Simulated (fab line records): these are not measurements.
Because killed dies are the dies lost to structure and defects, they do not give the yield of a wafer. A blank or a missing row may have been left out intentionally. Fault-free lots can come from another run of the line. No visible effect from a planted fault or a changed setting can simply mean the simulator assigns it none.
8D (eight disciplines) problem report, filled in by code | flow sky130 | the parts of the form that need people (team, actions taken, sign-off) are left out

## 1. THE PROBLEM
SKY_PAD_OPEN_PROBE_99, killed-at-front-end: mean 60 on 3 wafers (1 lot); fault-free wafers 16, standard deviation 4.4. Relative to the usual mean, that is a shift of +10 standard deviations.
The first sign was on wafer L819.3 at day 49 22:23, on prober-02. The record holds 3 wafers of 1 lot with a number at this step. Rule for "out" (also "out of limits"): further than 4 standard deviations from the usual mean. The rest of the wafers with a number are treated as sound.

## 2. WHAT IT IS; WHAT IT IS NOT
question                    | is                     | is not
which readings at this step | killed-at-front-end    | killed_at_M0_to_M3, killed_at_M4_up, killed-at-contacts, killed-at-other, killed-open, killed-short
which lots                  | L819                   | -
which wafers of those lots  | all that have a number | -
read on which tools         | prober-02              | -
when                        | from day 49 22:23      | up to then (0 sound wafers)

## 3. WHAT RULES OUT EACH SUSPECT
Counting: a tool stays on the suspect list if, at a process step up to the reading, it processed all lots that are out and no sound lot following the first of them.
- rie-diel-01 at SKY_POLY_GATE_ETCH_15 (etches BARC in N2/H2, stops on SiO2, time 118.5 s, target depth 110 nm): kept. It ran the lot that is out, L819 (day 22 20:10), and no sound lot after that.
- rie-diel-01 at SKY_POLY_GATE_ETCH_16 (etches Si3N4 in CH3F/O2, stops on poly-Si, time 147.5 s, target depth 75 nm): kept. It ran the lot that is out, L819 (day 22 20:14), and no sound lot after that.
- rie-si-01 at SKY_POLY_GATE_ETCH_17 (etches poly-Si in HBr/Cl2, stops on SiO2, target depth 180 nm, time 70.5 s): kept. It ran the lot that is out, L819 (day 22 20:20), and no sound lot after that.
- plasma-asher-03 at SKY_POLY_GATE_STRIP_18 (strips in O2/N2): kept. It ran the lot that is out, L819 (day 22 20:26), and no sound lot after that.
- wet-bench-03 at SKY_POLY_GATE_CLEAN_19 (cleans in SC1/SC2, time 150 s): kept. It ran the lot that is out, L819 (day 22 20:30), and no sound lot after that.
- plasma-asher-04 at SKY_LDD_N_STRIP_16 (strips in O2/N2): kept. It ran the lot that is out, L819 (day 24 04:36), and no sound lot after that.
- prober-02 at SKY_PAD_OPEN_PROBE_99: kept. It ran the lot that is out, L819 (day 49 22:23), and no sound lot after that. Out on those wafers are its own readings of killed-at-front-end.
Left after counting: rie-diel-01 at SKY_POLY_GATE_ETCH_15, rie-diel-01 at SKY_POLY_GATE_ETCH_16, rie-si-01 at SKY_POLY_GATE_ETCH_17, plasma-asher-03 at SKY_POLY_GATE_STRIP_18, wet-bench-03 at SKY_POLY_GATE_CLEAN_19, plasma-asher-04 at SKY_LDD_N_STRIP_16, prober-02 at SKY_PAD_OPEN_PROBE_99.

## 4. THE CAUSE (what the simulator had put in)
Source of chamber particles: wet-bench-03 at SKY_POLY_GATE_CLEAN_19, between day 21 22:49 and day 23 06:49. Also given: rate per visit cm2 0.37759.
This tool is one of the 7 suspects left after counting.

## 5. THE CHAIN OF EFFECTS, in route order
One row per reading whose mean, taken over the struck wafers that have a number, lies over 3 standard deviations from the usual. Scope: only readings with a usual standard deviation given in the record; hours: median across lots of the time from each lot's start at the first step in this table that gives one to its start at this step; sigmas: change in usual standard deviations.
hours | step                  | reading             | usual | on struck wafers | change | sigmas
0     | SKY_PAD_OPEN_PROBE_99 | killed-at-front-end | 16    | 60               | +44    | +10
0     | SKY_PAD_OPEN_PROBE_99 | killed-dies         | 86    | 125              | +39    | +4.6
The process steps in it:
- SKY_PAD_OPEN_PROBE_99

## 6. HOW IT WOULD HAVE BEEN CAUGHT EARLIER
In this record no reading fell out of limits until day 49 22:23, 672 hours after the fault had begun at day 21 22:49.
By day 49 22:23 the whole set of lots that are out, 1 in number, had already begun SKY_POLY_GATE_CLEAN_19 on wet-bench-03. Tool hold at that time: it would have spared none of them.
